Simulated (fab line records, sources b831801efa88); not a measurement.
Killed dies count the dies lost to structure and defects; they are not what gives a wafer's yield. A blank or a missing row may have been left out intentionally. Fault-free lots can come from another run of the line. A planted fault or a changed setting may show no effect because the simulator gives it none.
Which tool is to blame? -- flow gf180mcu -- Sampling: 6 lots, 18 wafers, 4 of 602 route steps

## WHAT EACH GAUGE READ, for each wafer
GF_TOP_METAL_OVL_MEAS_15.
lot,measured,on,TOP_METAL_OVL (nm)
L445,day 28 15:43,overlay-02,-2.8 -1.8 -1.8
L447,day 29 07:38,overlay-02,1.7 1.6 -0.6
L451,day 30 05:04,overlay-02,-1.2 -0.7 -1.2
L459,day 32 17:17,overlay-01,-1.6 -0.4 -0.3
L462,day 33 06:53,overlay-01,0.0 1.3 0.8
L466,day 34 02:48,overlay-02,-0.6 -1.8 0.3

## TOOL THAT RAN EACH LOT (tool first, then ch and the chambers of the sampled wafers, then the start)
lot,GF_V3_ETCH_16,GF_M4_CLEAN_19,GF_MIM_SPUTTER_01
L445,"rie-diel-02 ch 2,3, day 22 23:46","wet-bench-04 ch 2, day 24 00:40","pvd-sputter-01, day 25 01:08"
L447,"rie-diel-04 ch 0,1,3, day 23 18:51","wet-bench-01 ch 0, day 24 18:38","pvd-sputter-02, day 25 18:06"
L451,"rie-diel-04 ch 0,1,3, day 24 20:19","wet-bench-01 ch 0, day 25 20:09","pvd-sputter-02, day 26 19:43"
L459,"rie-diel-04 ch 1,2, day 27 18:52","wet-bench-04 ch 3, day 28 17:58","pvd-sputter-01, day 29 15:38"
L462,"rie-diel-02 ch 0,1,2, day 28 11:42","wet-bench-04 ch 0, day 29 09:34","pvd-sputter-02, day 30 06:56"
L466,"rie-diel-02 ch 0, day 29 10:49","wet-bench-03 ch 3, day 30 08:07","pvd-sputter-01, day 31 05:02"
- GF_V3_ETCH_16: etches BARC in N2/H2.
- GF_M4_CLEAN_19: cleans in DIW.
- GF_MIM_SPUTTER_01: material TiN, target thk 30 nm, time 25 s.

## THE ANSWER, worked out from the rows above alone
Rule: usual is defined by the lots themselves. Put in order of their means at a reading, lots are off if they are a third of the lots or fewer, leave a main group of 4 or more, and stand apart from it by a gap of 3 or more times the standard deviation of the main group's means; of several such gaps the widest counts. A main group whose means are all the same, to the digits that the tables above print for the reading, isn't used. Also off: a lot with no number at a reading for which 4 or more lots have one. The other lots that the step has rows for count as sound.
None of the lots is off at any reading shown; this tells nothing.

## WHAT THE SIMULATOR HAD PUT IN
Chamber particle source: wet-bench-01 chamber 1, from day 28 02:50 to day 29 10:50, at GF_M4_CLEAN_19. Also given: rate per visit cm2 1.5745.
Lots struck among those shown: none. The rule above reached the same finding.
